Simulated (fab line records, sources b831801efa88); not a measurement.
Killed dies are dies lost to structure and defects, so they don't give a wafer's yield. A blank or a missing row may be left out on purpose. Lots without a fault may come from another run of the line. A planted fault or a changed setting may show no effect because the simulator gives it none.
Which tool did it? | flow sfq_line | 14 lots, 42 wafers sampled, at 5 steps of a route of 325

WHAT THE GAUGES READ, wafer by wafer
SFQ_M6_RS_MEAS_938: measures by four-point-probe. Usual: M6_NB_RS 0.886 ohm/sq, standard deviation 0.0088.
lot  | measured     | on            | M6_NB_RS (ohm/sq) | flag
L603 | day 65 05:47 | film_metro-03 | 0.886 0.885 0.885 |
L604 | day 65 06:58 | film_metro-03 | 0.878 0.899 0.893 |
L605 | day 68 19:19 | film_metro-01 | 0.886 0.896 0.894 |
L609 | day 76 13:13 | film_metro-01 | 0.882 0.885 0.893 |
L610 | day 77 01:12 | film_metro-01 | 0.886 0.881 0.881 |
L612 | day 77 14:26 | film_metro-04 | 0.888 0.885 0.889 |
L616 | day 77 22:48 | film_metro-01 | 0.891 0.883 0.880 |
L617 | day 78 04:48 | film_metro-01 | 0.879 0.876 0.874 |
L618 | day 78 09:36 | film_metro-01 | 0.878 0.879 0.882 |
L619 | day 78 12:01 | film_metro-04 | 0.891 0.901 0.897 |
L620 | day 78 13:12 | film_metro-04 | 0.875 0.868 0.885 |
L622 | day 78 19:13 | film_metro-01 | 0.898 0.883 0.890 |
L623 | day 79 16:20 | film_metro-03 | 0.890 0.900 0.886 |
L625 | day 79 22:07 | film_metro-03 | 0.882 0.888 0.876 |

SFQ_M7_RS_MEAS_943: measures by four-point-probe. Usual: M7_NB_RS 0.888 ohm/sq, standard deviation 0.0085.
lot  | measured     | on            | M7_NB_RS (ohm/sq) | flag
L603 | day 75 07:02 | film_metro-01 | 0.880 0.873 0.866 |
L604 | day 75 11:11 | film_metro-04 | 0.896 0.899 0.894 |
L605 | day 77 15:40 | film_metro-04 | 0.895 0.892 0.898 |
L609 | day 81 04:12 | film_metro-02 | 0.889 0.883 0.894 |
L610 | day 81 17:10 | film_metro-01 | 0.891 1.187 0.889 | OFF
L612 | day 82 11:13 | film_metro-01 | 0.880 1.186 0.894 | OFF
L616 | day 83 03:19 | film_metro-04 | 0.873 0.878 0.879 |
L617 | day 83 11:43 | film_metro-01 | 0.876 0.879 0.890 |
L618 | day 83 17:43 | film_metro-04 | 0.892 0.893 0.884 |
L619 | day 83 23:44 | film_metro-01 | 0.888 0.887 0.887 |
L620 | day 84 02:07 | film_metro-02 | 0.891 0.893 0.906 |
L622 | day 84 11:44 | film_metro-01 | 0.891 0.886 0.888 |
L623 | day 85 03:23 | film_metro-01 | 0.884 0.873 0.880 |
L625 | day 85 08:07 | film_metro-04 | 0.876 0.878 0.887 |

WHICH TOOL RAN EACH LOT (tool, then ch and the chambers of the sampled wafers, then the start)
lot  | SFQ_TRILAYER_C5_STRIP_STRIP_155   | SFQ_TRILAYER_M6_DEP_SPUTTER_157 | SFQ_TRILAYER_M7_DEP_SPUTTER_175
L603 | rie_metal-03 ch 0,1, day 65 05:03 | pvd_sputter-05, day 65 05:40    | pvd_sputter-03, day 75 06:54
L604 | rie_metal-01 ch 0,1, day 65 06:03 | pvd_sputter-06, day 65 06:52    | pvd_sputter-04, day 75 11:06
L605 | rie_metal-03 ch 0,1, day 68 18:13 | pvd_sputter-06, day 68 19:13    | pvd_sputter-06, day 77 15:34
L609 | rie_metal-01 ch 0,1, day 76 12:18 | pvd_sputter-03, day 76 13:07    | pvd_sputter-04, day 81 04:05
L610 | rie_metal-04 ch 0,1, day 77 00:18 | pvd_sputter-06, day 77 01:07    | pvd_sputter-04, day 81 17:04
L612 | rie_metal-01 ch 0,1, day 77 13:42 | pvd_sputter-03, day 77 14:19    | pvd_sputter-04, day 82 11:05
L616 | rie_metal-03 ch 0,1, day 77 21:54 | pvd_sputter-03, day 77 22:43    | pvd_sputter-06, day 83 03:13
L617 | rie_metal-04 ch 0,1, day 78 03:54 | pvd_sputter-06, day 78 04:43    | pvd_sputter-06, day 83 11:37
L618 | rie_metal-04 ch 0,1, day 78 08:42 | pvd_sputter-06, day 78 09:31    | pvd_sputter-06, day 83 17:37
L619 | rie_metal-04 ch 0,1, day 78 11:06 | pvd_sputter-03, day 78 11:55    | pvd_sputter-03, day 83 23:37
L620 | rie_metal-03 ch 0,1, day 78 12:18 | pvd_sputter-06, day 78 13:07    | pvd_sputter-06, day 84 02:01
L622 | rie_metal-04 ch 0,1, day 78 18:18 | pvd_sputter-03, day 78 19:07    | pvd_sputter-03, day 84 11:38
L623 | rie_metal-03 ch 0,1, day 79 15:25 | pvd_sputter-03, day 79 16:14    | pvd_sputter-04, day 85 03:17
L625 | rie_metal-03 ch 0,1, day 79 21:13 | pvd_sputter-05, day 79 22:02    | pvd_sputter-03, day 85 08:01
- SFQ_TRILAYER_C5_STRIP_STRIP_155: strips in O2.
- SFQ_TRILAYER_M6_DEP_SPUTTER_157: material Nb, target thk 200 nm, time 133.3 s.
- SFQ_TRILAYER_M7_DEP_SPUTTER_175: material Nb, target thk 200 nm, time 133.3 s.

WHAT THE TOOLS THEMSELVES READ (means of the sampled wafers that have a number; where no wafer has one, the mark that the record gives instead)
SFQ_TRILAYER_C5_STRIP_STRIP_155. Usual: drypump_motor_current_A 5.7 A, standard deviation 0.37; oes_product_au 1.004 a.u., standard deviation 0.007; platen_temp_c 40.01 C, standard deviation 0.12.
lot  | tool         | drypump_motor_current_A (A) | oes_product_au (a.u.) | platen_temp_c (C) | flag
L603 | rie_metal-03 | 5.3                         | 0.997                 | 40.03             |
L604 | rie_metal-01 | 5.8                         | 1.006                 | 40.13             |
L605 | rie_metal-03 | 5.4                         | 1.001                 | 39.97             |
L609 | rie_metal-01 | 5.8                         | 1.010                 | 40.03             |
L610 | rie_metal-04 | 6.2                         | 1.001                 | 40.06             |
L612 | rie_metal-01 | 5.7                         | 1.001                 | 40.11             |
L616 | rie_metal-03 | 5.4                         | 1.010                 | 39.85             |
L617 | rie_metal-04 | 6.1                         | 1.000                 | 39.96             |
L618 | rie_metal-04 | 6.1                         | 1.008                 | 40.08             |
L619 | rie_metal-04 | 6.2                         | 1.009                 | 40.06             |
L620 | rie_metal-03 | 5.3                         | 1.003                 | 39.84             |
L622 | rie_metal-04 | 6.1                         | 1.002                 | 40.04             |
L623 | rie_metal-03 | 5.3                         | 1.000                 | 40.11             |
L625 | rie_metal-03 | 5.3                         | 1.000                 | 39.99             |

SFQ_TRILAYER_M6_DEP_SPUTTER_157. Usual: base_pressure_pa 1.33e-06 Pa, standard deviation 1e-07; substrate_temp_c 19.99 C, standard deviation 0.12; throttle_valve_pct 29.5 %, standard deviation 1.4.
lot  | tool           | base_pressure_pa (Pa) | substrate_temp_c (C) | throttle_valve_pct (%) | flag
L603 | pvd_sputter-05 | 1.38e-06              | 20.02                | 29.0                   |
L604 | pvd_sputter-06 | 1.40e-06              | 19.93                | 30.2                   |
L605 | pvd_sputter-06 | 1.33e-06              | 20.06                | 29.4                   |
L609 | pvd_sputter-03 | 1.35e-06              | 19.94                | 30.0                   |
L610 | pvd_sputter-06 | 1.41e-06              | 19.96                | 29.5                   |
L612 | pvd_sputter-03 | 1.32e-06              | 19.98                | 29.8                   |
L616 | pvd_sputter-03 | 1.35e-06              | 19.97                | 30.4                   |
L617 | pvd_sputter-06 | 1.36e-06              | 20.03                | 29.3                   |
L618 | pvd_sputter-06 | 1.33e-06              | 20.06                | 29.7                   |
L619 | pvd_sputter-03 | 1.29e-06              | 20.04                | 30.4                   |
L620 | pvd_sputter-06 | 1.26e-06              | 20.04                | 30.2                   |
L622 | pvd_sputter-03 | 1.30e-06              | 20.00                | 30.4                   |
L623 | pvd_sputter-03 | 1.42e-06              | 20.02                | 29.6                   |
L625 | pvd_sputter-05 | 1.35e-06              | 20.01                | 30.5                   |

SFQ_TRILAYER_M7_DEP_SPUTTER_175. Usual: base_pressure_pa 1.33e-06 Pa, standard deviation 8.6e-08; substrate_temp_c 20.01 C, standard deviation 0.1; throttle_valve_pct 30.0 %, standard deviation 1.3.
lot  | tool           | base_pressure_pa (Pa) | substrate_temp_c (C) | throttle_valve_pct (%) | flag
L603 | pvd_sputter-03 | 1.31e-06              | 19.91                | 29.9                   |
L604 | pvd_sputter-04 | 1.45e-06              | 20.03                | 31.2                   |
L605 | pvd_sputter-06 | 1.40e-06              | 20.03                | 29.2                   |
L609 | pvd_sputter-04 | 1.29e-06              | 20.02                | 31.1                   |
L610 | pvd_sputter-04 | 1.36e-06              | 19.92                | 31.4                   |
L612 | pvd_sputter-04 | 1.30e-06              | 20.04                | 31.0                   |
L616 | pvd_sputter-06 | 1.33e-06              | 20.02                | 30.0                   |
L617 | pvd_sputter-06 | 1.37e-06              | 20.01                | 29.3                   |
L618 | pvd_sputter-06 | 1.32e-06              | 19.97                | 28.9                   |
L619 | pvd_sputter-03 | 1.36e-06              | 19.87                | 30.3                   |
L620 | pvd_sputter-06 | 1.31e-06              | 20.08                | 30.5                   |
L622 | pvd_sputter-03 | 1.36e-06              | 20.02                | 29.5                   |
L623 | pvd_sputter-04 | 1.37e-06              | 20.02                | 31.0                   |
L625 | pvd_sputter-03 | 1.28e-06              | 20.10                | 29.5                   |

THE ANSWER, worked out from the rows above alone
Rule: a lot is off if the mean of its wafers that have a number lies more than 3 standard deviations from the usual mean. A lot without any number at a reading at which 4 lots or more have one is off too. The other lots that the step has rows for count as sound. The gauges are gone through in route order, then the tools' own readings, and for those a lot's mean is taken as printed above. The first step at which some lot is off is used, and at that step the reading that is off furthest; a lot without a number counts as furthest.
Off: L610, L612, at SFQ_M7_RS_MEAS_943 (M7_NB_RS).
A tool fits if, at a process step before that reading, it ran every lot that is off, and no sound lot after the first of them. The gauges at SFQ_M7_RS_MEAS_943 are tried like those tools. None of those tried fits.

WHAT THE SIMULATOR HAD PUT IN
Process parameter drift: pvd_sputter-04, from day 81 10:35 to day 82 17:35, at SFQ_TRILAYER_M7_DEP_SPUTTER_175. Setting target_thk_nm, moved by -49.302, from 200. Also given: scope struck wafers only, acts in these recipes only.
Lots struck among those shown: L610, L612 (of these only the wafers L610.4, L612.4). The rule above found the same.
